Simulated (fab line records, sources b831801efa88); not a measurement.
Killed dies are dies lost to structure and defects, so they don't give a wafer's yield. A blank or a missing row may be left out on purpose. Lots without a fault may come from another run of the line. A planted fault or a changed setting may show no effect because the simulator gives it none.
fab line records | flow sky130
record lots=6 wafers=18 last_day=51
route steps=708 shown VT_ADJUST_LVTN@116 VT_ADJUST_NCORE@119 VT_ADJUST_HVTR@131 PAD_OPEN@708
lots that met no fault: from a run of the same line without faults
start_h: hours from the record's first day to the start of the lot's first wafer shown | wait_h: hours since the lot's step before | " the same as in the row above | L1.1+2: a row that stands for several wafers | - no value, or no start given | * or withheld: withheld | < > ~ a bound
route shown NAME@n: a module of which the file shows steps, and the number in the route of the first | usual: mean/standard deviation of fault-free wafers | same: alike in all rows | chamber/n: place in a boat | sites: the reading at each site | _std_site: their standard deviation | _edge_site: outer sites' mean less inner sites' | radius_mm: how far each site lies from the wafer's centre | mask NAME#n: copy n | behind: the tool/chamber that last shaped the wafer | hold: why the lot was held/for how many hours/how that ended | device: the transistor (n, p or np) that didn't switch | end of line: the same wafers' tests at the end of the route | a step without rows: its recipe alone | killed: dies lost to structure and defects at the first sort, not the wafer's yield | map: a wafer's dies, x killed, . not, _ none there
set.NAME: the setting as run; set.NAME@STEP: as run at that earlier step | model.NAME: the simulator's own value behind a step, which no gauge read
lots at some steps of the route; a table a step, a row a wafer
services: from which hour (start_h, from the record's first day; less than 0 if before it) a tool's chamber was out of use, for how many hours, and why
## steps
# step SKY_VT_ADJUST_LVTN_IMPLANT_19
# recipe species=B energy_kev=30 dose_cm2=6.5e+11 tilt_deg=withheld
# step SKY_VT_ADJUST_LVTN_STRIP_20
# recipe chemistry=O2/N2 power_w=1400 pressure_mtorr=1500 platen_temp_c=withheld o2_flow_sccm=3000 n2_flow_sccm=300 overash_fraction=0.5
# usual drypump_motor_current_A=6.00/0.24 oes_product_au=0.715/0.0044 strip_time_to_endpoint_s=14.17/0.043
# columns lot.wafer tool chamber start_h wait_h drypump_motor_current_A oes_product_au rf_hours_counter_h strip_time_to_endpoint_s
L665.1 plasma_asher-04 0 177.45 0.1 6.36 0.707 39 14.16
L665.4 " 1 " " 5.78 0.715 - 14.14
L665.6 " 1 " " 5.78 0.717 - 14.19
L667.1 plasma_asher-01 0 185.55 0.1 5.82 0.709 50 14.09
L667.3 " 1 " " 6.00 0.708 - 14.10
L667.4 " 0 " " 5.81 0.713 - 14.10
L677.1 plasma_asher-01 1 248.93 0.1 6.00 0.712 56 14.14
L677.2 " 0 " " 5.81 0.720 56 14.11
L677.5 " 1 " " 6.01 0.716 - 14.11
L685.1 plasma_asher-04 1 309.17 0.1 5.82 0.714 47 14.14
L685.5 " 1 " " 5.80 0.711 - 14.13
L685.6 " 0 " " 6.37 0.725 - 14.12
L686.2 plasma_asher-04 0 314.22 0.1 6.35 0.720 48 14.19
L686.4 " 1 " " 5.80 0.715 - 14.19
L686.5 " 0 " " 6.36 0.710 - 14.15
L687.3 plasma_asher-01 0 317.50 0.1 5.82 0.712 - 14.16
L687.4 " 1 " " 6.00 0.724 - 14.17
L687.5 " 0 " " 5.80 0.720 - 14.16
# step SKY_VT_ADJUST_LVTN_TW_MEAS_21
# usual VT_ADJUST_LVTN_2_TW=187.3/2.9
# columns lot.wafer tool chamber start_h wait_h VT_ADJUST_LVTN_2_TW
L665.1 film_metro-04 - 177.55 0.1 186.1
L665.4 " - " " 185.3
L665.6 " - " " 185.6
L667.1 film_metro-01 - 185.65 0.1 185.6
L667.3 " - " " 185.6
L667.4 " - " " 186.4
L677.1 film_metro-01 - 249.03 0.1 184.8
L677.2 " - " " 185.9
L677.5 " - " " 184.2
L685.1 film_metro-01 - 309.27 0.1 183.9
L685.5 " - " " 184.6
L685.6 " - " " 184.2
L686.2 film_metro-04 - 314.33 0.1 184.8
L686.4 " - " " 184.3
L686.5 " - " " 184.9
L687.3 film_metro-01 - 317.59 0.1 184.9
L687.4 " - " " 184.7
L687.5 " - " " 184.7
# step SKY_VT_ADJUST_NCORE_DEHYDRATE_00
# recipe temp_c=200 time_s=60
# step SKY_VT_ADJUST_NCORE_HMDS_01
# recipe prime_time_s=60 prime_temp_c=120
# step SKY_VT_ADJUST_NCORE_COAT_02
# recipe resist=NOVOLAK spin_rpm=3000 resist_thk_nm=1140
# step SKY_VT_ADJUST_NCORE_SOFTBAKE_03
# recipe temp_c=90 time_s=60 resist=NOVOLAK
# step SKY_VT_ADJUST_NCORE_EXPOSE_04
# recipe mask_id=LVTN_COMPLEMENT_THIN na=0.6 source_shape=conventional sigma_outer=0.6 polarization=unpolarized target_cd_nm=380 dose_mj=139
# step SKY_VT_ADJUST_NCORE_PEB_05
# recipe temp_c=withheld time_s=* resist=NOVOLAK
# step SKY_VT_ADJUST_NCORE_DEVELOP_06
# recipe resist=NOVOLAK developer=TMAH develop_time_s=60 dev_temp_c=23
# step SKY_VT_ADJUST_NCORE_CD_MEAS_07
# recipe target_cd_nm=380
# usual cd_nm=380.4/2.9
# columns lot.wafer tool chamber start_h wait_h cd_nm
L665.1 cd_sem-02 - 199.24 0.1 381.0
L665.4 " - " " 381.6
L665.6 " - " " 380.8
L667.1 cd_sem-01 - 207.49 0.1 385.1
L667.3 " - " " 386.0
L667.4 " - " " 386.5
L677.1 cd_sem-02 - 273.84 0.1 377.8
L677.2 " - " " 378.0
L677.5 " - " " 377.1
L685.1 cd_sem-02 - 336.07 0.1 383.7
L685.5 " - " " 380.3
L685.6 " - " " 384.6
L686.2 cd_sem-02 - 341.79 0.1 380.5
L686.4 " - " " 380.5
L686.5 " - " " 379.8
L687.3 cd_sem-02 - 344.01 0.1 379.9
L687.4 " - " " 378.6
L687.5 " - " " 378.9
# step SKY_VT_ADJUST_NCORE_OVL_MEAS_08
# usual VT_ADJUST_NCORE_OVL=-0.5/1.5
# columns lot.wafer tool chamber start_h wait_h VT_ADJUST_NCORE_OVL[nm]
L665.1 overlay-02 - 199.36 0.1 1.9
L665.4 " - " " 0.3
L665.6 " - " " 1.6
L667.1 overlay-02 - 207.61 0.1 1.8
L667.3 " - " " -0.5
L667.4 " - " " 0.4
L677.1 overlay-01 - 273.96 0.1 -3.7
L677.2 " - " " -3.3
L677.5 " - " " -3.4
L685.1 overlay-02 - 336.19 0.1 -2.8
L685.5 " - " " -2.3
L685.6 " - " " -3.8
L686.2 overlay-01 - 341.89 0.1 -2.0
L686.4 " - " " -2.7
L686.5 " - " " -2.4
L687.3 overlay-02 - 344.10 0.1 -2.3
L687.4 " - " " -2.8
L687.5 " - " " -1.4
# step SKY_VT_ADJUST_NCORE_IMPLANT_09
# recipe species=B energy_kev=10 dose_cm2=2.4e+12 tilt_deg=withheld
# usual dose_ions_cm2=2.3996e+12/2.5e+09 faraday_current_uA=13.6/0.3
# columns lot.wafer tool chamber start_h wait_h dose_ions_cm2 faraday_current_uA
L665.1 implanter-02 0 199.39 0.0 2.401e+12 13.9
L665.4 " 0 " " 2.3984e+12 13.3
L665.6 " 0 " " 2.4043e+12 13.7
L667.1 implanter-01 0 207.64 0.0 2.3986e+12 13.5
L667.3 " 0 " " 2.399e+12 13.3
L667.4 " 0 " " 2.3999e+12 13.5
L677.1 implanter-03 0 273.99 0.0 2.4017e+12 13.5
L677.2 " 0 " " 2.3971e+12 13.1
L677.5 " 0 " " 2.4029e+12 13.5
L685.1 implanter-02 0 336.22 0.0 2.6881e+12 15.4
L685.5 " 0 " " 2.6857e+12 14.8
L685.6 " 0 " " 2.6872e+12 14.6
L686.2 implanter-02 0 341.95 0.0 2.6894e+12 15.1
L686.4 " 0 " " 2.6872e+12 14.9
L686.5 " 0 " " 2.6861e+12 15.0
L687.3 implanter-03 0 344.17 0.1 2.4012e+12 13.4
L687.4 " 0 " " 2.4002e+12 14.3
L687.5 " 0 " " 2.4034e+12 13.4
# step SKY_VT_ADJUST_NCORE_STRIP_10
# recipe chemistry=O2/N2 power_w=1400 pressure_mtorr=1500 platen_temp_c=withheld o2_flow_sccm=3000 n2_flow_sccm=300 overash_fraction=0.5
# usual drypump_motor_current_A=6.0/0.44 oes_product_au=0.716/0.0046 strip_time_to_endpoint_s=14.16/0.034
# columns lot.wafer tool chamber start_h wait_h drypump_motor_current_A oes_product_au rf_hours_counter_h strip_time_to_endpoint_s
L665.1 plasma_asher-01 0 199.54 0.1 5.8 0.713 51 14.18
L665.4 " 0 " " 5.8 0.720 - 14.21
L665.6 " 1 " " 6.0 0.709 - 14.18
L667.1 plasma_asher-03 0 207.79 0.1 6.6 0.710 48 14.18
L667.3 " 1 " " 5.5 0.714 - 14.19
L667.4 " 0 " " 6.6 0.716 - 14.19
L677.1 plasma_asher-01 0 274.14 0.1 5.8 0.711 59 14.11
L677.2 " 1 " " 6.0 0.706 59 14.09
L677.5 " 0 " " 5.8 0.718 - 14.17
L685.1 plasma_asher-04 0 336.37 0.1 6.4 0.712 50 14.15
L685.5 " 1 " " 5.8 0.716 - 14.23
L685.6 " 0 " " 6.4 0.712 - 14.13
L686.2 plasma_asher-04 1 342.07 0.1 5.8 0.710 51 14.14
L686.4 " 1 " " 5.8 0.720 - 14.11
L686.5 " 0 " " 6.4 0.710 - 14.14
L687.3 plasma_asher-03 0 344.31 0.1 6.6 0.718 - 14.14
L687.4 " 1 " " 5.5 0.719 - 14.14
L687.5 " 0 " " 6.6 0.715 - 14.11
# step SKY_VT_ADJUST_NCORE_TW_MEAS_11
# usual VT_ADJUST_NCORE_TW=215.5/0.94
# columns lot.wafer tool chamber start_h wait_h VT_ADJUST_NCORE_TW
L665.1 film_metro-04 - 199.64 0.1 215.7
L665.4 " - " " 216.0
L665.6 " - " " 216.2
L667.1 film_metro-03 - 207.89 0.1 216.3
L667.3 " - " " 215.6
L667.4 " - " " 215.1
L677.1 film_metro-01 - 274.24 0.1 215.3
L677.2 " - " " 214.9
L677.5 " - " " 214.1
L685.1 film_metro-01 - 336.47 0.1 222.7
L685.5 " - " " 223.4
L685.6 " - " " 221.7
L686.2 film_metro-01 - 342.18 0.1 222.4
L686.4 " - " " 223.4
L686.5 " - " " 222.4
L687.3 film_metro-01 - 344.39 0.1 214.8
L687.4 " - " " 215.3
L687.5 " - " " 215.7
# step SKY_VT_ADJUST_HVTR_DEHYDRATE_00
# recipe temp_c=200 time_s=60
# step SKY_PAD_OPEN_PROBE_99
# usual killed_at_M0_to_M3=43/6.8 killed_at_M4_up=3.1/1.8 killed_at_contacts=25/5.8 killed_at_front_end=15/4.2 killed_at_other=0.3/0.5 killed_dies=87/9.7 killed_open=47/7.3 killed_short=39/6.6
# same gross_dies=492 killed_at_back_side=0
# columns lot.wafer tool chamber start_h wait_h killed_at_M0_to_M3 killed_at_M4_up killed_at_contacts killed_at_front_end killed_at_other killed_dies killed_open killed_short model.etest.nfet_16v.r_on_ohm_um model.etest.pfet_g5v0d10v5.r_on_ohm_um model.etest.res_pwell_under_gate.rs_ohm_sq model.etest.nfet_g5v0d10v5.drive_ua_um model.etest.pfet_g5v0d10v5.drive_ua_um model.etest.pfet_16v.drive_ua_um model.etest.nfet_16v.drive_ua_um model.etest.pfet_01v8_mvt.drive_ua_um
L665.1 prober-02 - 1101.05 0.1 37 1 39 28 0 105 52 53 1.338e+04 4773 2283 605.8 341.6 250.4 229.8 150.8
L665.4 prober-02 - 1101.20 0.2 40 5 18 12 1 76 37 39 1.335e+04 4640 2283 616.4 349.9 254.9 234.6 152.8
L665.6 prober-02 - 1101.30 0.2 44 1 25 21 0 91 51 40 1.338e+04 4721 2273 611.9 347.2 249.9 230 153
L667.1 prober-02 - 1106.49 0.1 37 1 18 18 0 74 38 36 1.372e+04 4692 2272 621.3 347.4 250.6 227.8 156.1
L667.3 prober-02 - 1106.59 0.2 38 4 22 14 0 78 43 35 1.384e+04 4682 2284 616.9 348.5 249 226.3 155
L667.4 prober-02 - 1106.64 0.2 53 4 26 12 0 95 48 47 1.38e+04 4686 2274 620.1 348.2 248.6 227 154.5
L677.1 prober-01 - 1155.68 0.1 52 0 27 20 0 99 49 50 1.432e+04 4729 2284 603.8 343.6 246.1 220.2 152.9
L677.2 prober-01 - 1155.73 0.1 51 1 21 18 1 92 51 41 1.408e+04 4694 2264 604.5 349.5 248.6 221.3 155.4
L677.5 prober-01 - 1155.88 0.2 59 4 21 16 0 100 48 52 1.428e+04 4754 2284 602.9 343.2 248.4 222.4 155.3
L686.2 prober-01 - 1214.54 0.1 47 7 20 17 1 92 47 45 1.423e+04 4586 2270 613.9 360.7 249.7 224.9 155.7
L686.4 prober-01 - 1214.64 0.2 47 1 28 15 0 91 46 45 1.406e+04 4560 2244 618.4 365.9 253.8 229.5 157.8
L686.5 prober-01 - 1214.69 0.2 43 2 23 13 0 81 47 34 1.421e+04 4573 2244 604.8 360.2 249.7 223.6 159.8
L687.3 prober-02 - 1214.76 0.2 42 2 31 13 0 88 51 37 1.415e+04 4759 2271 605 345.6 243.2 219.8 155.4
L687.4 prober-02 - 1214.81 0.2 35 2 28 14 0 79 41 38 1.398e+04 4783 2284 602.4 338.9 244.3 222.9 150.9
L687.5 prober-02 - 1214.86 0.2 40 4 28 19 1 92 48 44 1.416e+04 4796 2295 596.4 336.5 242.2 219.7 152.4
L685.1 prober-02 - 1216.91 0.1 63 5 15 13 0 96 55 40 1.468e+04 4580 2242 600.8 358.5 256.7 213.8 161.8
L685.5 prober-02 - 1217.11 0.2 52 4 21 12 1 90 36 51 1.46e+04 4500 2228 619.7 363.9 257.8 221.7 168.7
L685.6 prober-02 - 1217.16 0.2 49 6 35 17 0 107 48 59 1.454e+04 4518 2254 604.7 363.2 263.1 218.6 161.1
# killed by level:class
L665.1 CONTACT:geometric_particle:open=13 LOCAL_INTERCONNECT:geometric_particle:short=8 CONTACT:geometric_particle:short=8 LI_CONTACT:geometric_particle:open=7 FIELD_ISO:geometric_particle:short=6 POLY_GATE:geometric_particle:open=6 METAL1:geometric_particle:short=6 METAL2:geometric_particle:short=5
L665.4 VIA3:geometric_particle:open=12 LI_CONTACT:geometric_particle:open=5 LOCAL_INTERCONNECT:geometric_particle:short=5 VIA3:geometric_particle:short=5 VIA2:geometric_particle:open=5 METAL4:geometric_particle:short=5 POLY_GATE:geometric_particle:open=4 METAL3:geometric_particle:short=4
L665.6 CONTACT:geometric_particle:open=14 VIA1:geometric_particle:open=8 VIA3:geometric_particle:open=8 FIELD_ISO:geometric_particle:open=7 METAL2:geometric_particle:short=6 POLY_GATE:geometric_particle:short=4 METAL1:geometric_particle:short=4 CONTACT:geometric_particle:short=4
L667.1 VIA1:geometric_particle:open=9 CONTACT:geometric_particle:open=8 VIA3:geometric_particle:short=7 POLY_GATE:geometric_particle:short=6 POLY_GATE:geometric_particle:open=4 FIELD_ISO:geometric_particle:open=3 LOCAL_INTERCONNECT:geometric_particle:short=3 CONTACT:geometric_particle:short=3
L667.3 VIA1:geometric_particle:open=13 CONTACT:geometric_particle:open=10 LI_CONTACT:geometric_particle:short=6 VIA3:geometric_particle:open=5 METAL2:geometric_particle:short=4 METAL4:geometric_particle:short=4 FIELD_ISO:geometric_particle:open=3 CONTACT:geometric_particle:short=3
L667.4 VIA1:geometric_particle:open=11 METAL2:geometric_particle:short=9 CONTACT:geometric_particle:open=9 VIA1:geometric_particle:short=9 VIA3:geometric_particle:open=7 LI_CONTACT:geometric_particle:open=7 CONTACT:geometric_particle:short=7 METAL1:geometric_particle:short=5
L677.1 VIA1:geometric_particle:open=21 CONTACT:geometric_particle:open=7 FIELD_ISO:geometric_particle:short=6 LI_CONTACT:geometric_particle:open=6 LOCAL_INTERCONNECT:geometric_particle:short=6 CONTACT:geometric_particle:short=6 METAL1:geometric_particle:short=6 METAL2:geometric_particle:short=6
L677.2 VIA1:geometric_particle:open=16 CONTACT:geometric_particle:open=8 VIA3:geometric_particle:open=7 POLY_GATE:geometric_particle:short=6 METAL1:geometric_particle:short=5 METAL2:geometric_particle:short=5 FIELD_ISO:geometric_particle:open=4 LOCAL_INTERCONNECT:geometric_particle:short=4
L677.5 METAL2:geometric_particle:short=11 VIA1:geometric_particle:open=9 CONTACT:geometric_particle:open=9 FIELD_ISO:geometric_particle:short=8 VIA2:geometric_particle:open=8 METAL1:geometric_particle:short=7 METAL3:geometric_particle:short=5 VIA1:geometric_particle:short=5
L686.2 VIA1:geometric_particle:open=14 CONTACT:geometric_particle:open=8 VIA1:geometric_particle:short=7 VIA3:geometric_particle:open=7 METAL4:geometric_particle:short=6 LI_CONTACT:geometric_particle:open=5 CONTACT:geometric_particle:short=5 VIA3:geometric_particle:short=5
L686.4 CONTACT:geometric_particle:open=8 LOCAL_INTERCONNECT:geometric_particle:short=8 VIA1:geometric_particle:open=8 VIA3:geometric_particle:open=7 VIA2:geometric_particle:open=6 FIELD_ISO:geometric_particle:open=5 CONTACT:geometric_particle:short=5 METAL2:geometric_particle:open=5
L686.5 VIA1:geometric_particle:open=11 CONTACT:geometric_particle:open=8 METAL2:geometric_particle:short=6 FIELD_ISO:geometric_particle:open=5 LI_CONTACT:geometric_particle:open=5 LOCAL_INTERCONNECT:geometric_particle:short=5 VIA2:geometric_particle:open=5 VIA1:geometric_particle:short=4
L687.3 CONTACT:geometric_particle:open=14 VIA3:geometric_particle:open=11 LI_CONTACT:geometric_particle:open=6 CONTACT:geometric_particle:short=6 VIA1:geometric_particle:open=6 FIELD_ISO:geometric_particle:open=5 VIA1:geometric_particle:short=5 VIA2:geometric_particle:open=5
L687.4 CONTACT:geometric_particle:open=9 LOCAL_INTERCONNECT:geometric_particle:short=8 VIA1:geometric_particle:short=6 VIA2:geometric_particle:open=6 VIA1:geometric_particle:open=5 VIA3:geometric_particle:open=5 POLY_GATE:geometric_particle:open=4 LI_CONTACT:geometric_particle:open=4
L687.5 CONTACT:geometric_particle:open=11 FIELD_ISO:geometric_particle:short=10 VIA1:geometric_particle:open=8 LI_CONTACT:geometric_particle:open=6 FIELD_ISO:geometric_particle:open=5 LOCAL_INTERCONNECT:geometric_particle:short=5 CONTACT:geometric_particle:short=5 VIA2:geometric_particle:open=5
L685.1 VIA3:geometric_particle:open=16 VIA1:geometric_particle:open=11 METAL1:geometric_particle:short=10 VIA2:geometric_particle:open=8 METAL2:geometric_particle:short=7 CONTACT:geometric_particle:open=6 POLY_GATE:geometric_particle:short=4 LI_CONTACT:geometric_particle:open=4
L685.5 VIA1:geometric_particle:open=10 METAL1:geometric_particle:short=9 LI_CONTACT:geometric_particle:open=7 VIA1:geometric_particle:short=6 VIA3:geometric_particle:short=6 CONTACT:geometric_particle:open=5 METAL2:geometric_particle:short=5 VIA2:geometric_particle:short=4
L685.6 LI_CONTACT:geometric_particle:open=12 VIA1:geometric_particle:open=11 METAL1:geometric_particle:short=10 LOCAL_INTERCONNECT:geometric_particle:short=8 CONTACT:geometric_particle:short=7 CONTACT:geometric_particle:open=6 VIA2:geometric_particle:open=6 FIELD_ISO:geometric_particle:short=5
## services
# columns tool chamber start_h hours kind
implanter-03 - 178.84 1.4 repair
implanter-03 - 186.98 0.5 repair
plasma_asher-01 - 193.63 3.5 repair
implanter-03 - 197.65 6.1 repair
plasma_asher-04 - 255.97 28.1 pm
implanter-03 - 264.41 8.6 pm
implanter-02 - 265.56 3.0 pm
plasma_asher-04 - 284.07 14.6 pm
plasma_asher-04 - 298.67 2.8 pm
plasma_asher-04 - 303.85 0.3 repair
implanter-03 - 311.76 4.4 pm
implanter-01 - 312.17 30.7 pm
## key
first_sign step=SKY_VT_ADJUST_NCORE_IMPLANT_09 reading=dose_ions_cm2 direction=up sigmas=99+ usual=* struck=*
effect step=SKY_VT_ADJUST_NCORE_IMPLANT_09 reading=faraday_current_uA direction=up sigmas=4.7 usual=13.6 struck=15.0
effect step=SKY_VT_ADJUST_NCORE_TW_MEAS_11 reading=VT_ADJUST_NCORE_TW direction=up sigmas=7.6 usual=215.5 struck=222.7
model_effect step=SKY_PAD_OPEN_PROBE_99 value=etest.nfet_16v.r_on_ohm_um without=1.385e+04 struck=1.439e+04
met_at SKY_VT_ADJUST_NCORE_IMPLANT_09
struck_wafers L685.1,L685.5,L685.6,L686.2,L686.4,L686.5
tester_left_out L685,L686
onset_between 199.39 336.22
fault kind=process_parameter_drift tool=implanter-02 chamber=- onset_h=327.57 steps=SKY_VT_ADJUST_NCORE_IMPLANT_09 channel=dose_cm2 offset=* shape=step end_h=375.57 acts_in=* stated=*
# tester_left_out: of these lots the tester's yield and bins aren't shown, on N5 and GAA mostly nor the transistor test; their killed dies are dies lost to structure and defects alone, not to doping, threshold or leakage, so they don't give the yield
